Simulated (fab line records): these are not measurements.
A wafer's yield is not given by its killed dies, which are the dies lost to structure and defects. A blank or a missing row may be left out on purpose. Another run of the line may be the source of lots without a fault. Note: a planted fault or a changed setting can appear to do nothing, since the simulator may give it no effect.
Chamber matching -- flow sky130 -- SKY_VIA1_ETCH_14 on rie diel-02: 4 sister chambers
The step etches BARC in N2/H2, stops on SiO2, time 45.9 s, target depth 60 nm. 4 wafers are shown with their chamber, then 8 later ones without.

## EACH WAFER AND ITS CHAMBER
wafer,chamber,oes product au (a.u.)
L082.4,3,0.856
L084.1,2,0.847
L084.3,0,0.862
L085.1,1,0.862

## WAFERS WITHOUT THEIR CHAMBER
wafer,oes product au (a.u.)
L085.3,0.856
L085.6,0.864
L089.1,0.857
L089.3,0.858
L089.5,0.846
L091.3,0.856
L091.5,0.864
L091.6,0.863

## CHAMBER TAKEN BY EACH
wafer,from the rows above,in truth
L085.3,3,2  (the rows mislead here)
L085.6,can't be placed: 0 or 1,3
L089.1,3,3
L089.3,can't be placed: 3 or 0 or 1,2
L089.5,2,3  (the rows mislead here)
L091.3,3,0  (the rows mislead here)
L091.5,can't be placed: 0 or 1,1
L091.6,can't be placed: 0 or 1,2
1 of 8 placed correctly. Cannot be placed on the basis of these rows: 4; the candidates contain the true chamber in 1. Placed wrongly: 3.
How it was worked out, from the rows above alone: a wafer's distance from a chamber is the root of the sum, over the readings, of the square of ((its reading less the chamber's mean) divided by the reading's scatter). The wafer belongs to the nearest chamber; if the next one is less than 2 further off, it can't be placed. For every chamber, the mean is computed from those of its wafers that are shown. The scatter (one wafer shown for each chamber): square how far every hidden wafer sits from the nearest shown wafer, average those squares and take the square root.
